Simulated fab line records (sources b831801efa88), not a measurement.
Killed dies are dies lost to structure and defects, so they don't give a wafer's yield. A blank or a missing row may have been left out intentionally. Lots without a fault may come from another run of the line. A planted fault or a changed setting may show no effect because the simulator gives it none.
Matching of chambers	flow sky130	SKY_CONTACT_CVD_00 on pecvd-01 has 3 sister chambers
The step deposits Si3N4, target thk 75 nm. 3 wafers are shown with their chamber, then 10 later ones without.

## WAFERS WITH THEIR CHAMBER
wafer	chamber	heater power w (W)
L082.4	2	667
L084.5	1	643
L085.4	0	609

## WAFERS WHOSE CHAMBER IS MISSING
wafer	heater power w (W)
L085.5	655
L086.2	544
L086.3	743
L086.6	692
L088.1	612
L088.2	696
L088.3	649
L094.1	700
L094.4	709
L094.5	707

## EACH ONE'S CHAMBER
wafer	from the rows above	in truth
L085.5	can't be placed: 1 or 2 or 0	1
L086.2	can't be placed: 0 or 1 or 2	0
L086.3	can't be placed: 2 or 1 or 0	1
L086.6	can't be placed: 2 or 1 or 0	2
L088.1	can't be placed: 0 or 1 or 2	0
L088.2	can't be placed: 2 or 1 or 0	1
L088.3	can't be placed: 1 or 2 or 0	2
L094.1	can't be placed: 2 or 1 or 0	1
L094.4	can't be placed: 2 or 1 or 0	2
L094.5	can't be placed: 2 or 1 or 0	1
0 of 10 placed correctly. Cannot be placed on the basis of these rows: 10; the candidates contain the true chamber in 10. Number placed wrongly: 0.
How it was worked out, from the rows above alone: a wafer's distance from a chamber is the root of the sum, over the readings, of the square of ((its reading less the chamber's mean) divided by the reading's scatter). If the next closest chamber is less than 2 further off than the closest, the wafer can't be placed; otherwise it belongs to the closest. Each chamber's mean is taken over the wafers shown for it. The scatter (one wafer shown for each chamber): square how far every hidden wafer sits from the nearest shown wafer, average those squares and take the square root.
